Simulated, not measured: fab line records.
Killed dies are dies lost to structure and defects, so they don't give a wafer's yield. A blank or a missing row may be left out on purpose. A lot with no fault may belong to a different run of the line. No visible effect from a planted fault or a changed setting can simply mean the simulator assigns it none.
Chamber matching :: flow sky130 :: 4 sister chambers for SKY_CONTACT_ETCH_17 on rie_diel-02
The step etches SiO2 in C4F8/O2/Ar, stops on Si3N4, target depth 340 nm. 14 wafers are shown with their chamber, then 7 later ones without.

## WAFERS, EACH WITH ITS CHAMBER
wafer: L555.1
chamber: 1
oes_product_au (a.u.): 0.894

wafer: L555.3
chamber: 0
oes_product_au (a.u.): 0.879

wafer: L555.6
chamber: 1
oes_product_au (a.u.): 0.888

wafer: L557.2
chamber: 1
oes_product_au (a.u.): 0.897

wafer: L557.4
chamber: 0
oes_product_au (a.u.): 0.892

wafer: L557.5
chamber: 2
oes_product_au (a.u.): 0.892

wafer: L558.2
chamber: 2
oes_product_au (a.u.): 0.896

wafer: L558.3
chamber: 1
oes_product_au (a.u.): 0.892

wafer: L558.4
chamber: 0
oes_product_au (a.u.): 0.896

wafer: L565.2
chamber: 3
oes_product_au (a.u.): 0.893

wafer: L565.3
chamber: 0
oes_product_au (a.u.): 0.897

wafer: L565.5
chamber: 1
oes_product_au (a.u.): 0.895

wafer: L571.3
chamber: 2
oes_product_au (a.u.): 0.892

wafer: L571.4
chamber: 3
oes_product_au (a.u.): 0.888

SIGNATURES (means of the wafers above)
reading: oes_product_au
chamber 0: 0.89100
chamber 1: 0.89320
chamber 2: 0.89333
chamber 3: 0.89050
scatter within a chamber: 0.00525
Rule: for each reading, subtract the chamber's mean from the wafer's reading, divide by that reading's scatter and square the result; add these up over the readings and take the root, which gives the wafer's distance from the chamber. If the next closest chamber is less than 2 further off than the closest, the wafer can't be placed; otherwise it belongs to the closest. The scatter: take each reading less its chamber's mean, square it, sum over the shown wafers, divide by the number of wafers less the number of chambers, and take the root.

## WAFERS MISSING THEIR CHAMBER
wafer: L571.5
oes_product_au (a.u.): 0.896

wafer: L573.1
oes_product_au (a.u.): 0.890

wafer: L573.2
oes_product_au (a.u.): 0.892

wafer: L573.4
oes_product_au (a.u.): 0.888

wafer: L574.1
oes_product_au (a.u.): 0.891

wafer: L574.2
oes_product_au (a.u.): 0.887

wafer: L574.3
oes_product_au (a.u.): 0.884

## WHICH CHAMBER EACH WENT THROUGH
wafer: L571.5
from the rows above: can't be placed: 2 or 1 or 0 or 3
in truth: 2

wafer: L573.1
from the rows above: can't be placed: 3 or 0 or 1 or 2
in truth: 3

wafer: L573.2
from the rows above: can't be placed: 0 or 1 or 2 or 3
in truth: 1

wafer: L573.4
from the rows above: can't be placed: 3 or 0 or 1 or 2
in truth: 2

wafer: L574.1
from the rows above: can't be placed: 0 or 3 or 1 or 2
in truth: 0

wafer: L574.2
from the rows above: can't be placed: 3 or 0 or 1 or 2
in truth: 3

wafer: L574.3
from the rows above: can't be placed: 3 or 0 or 1 or 2
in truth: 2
Correctly placed: 0 of 7. Cannot be placed on the basis of these rows: 7; the candidates contain the true chamber in 7. Wrongly placed: 0.
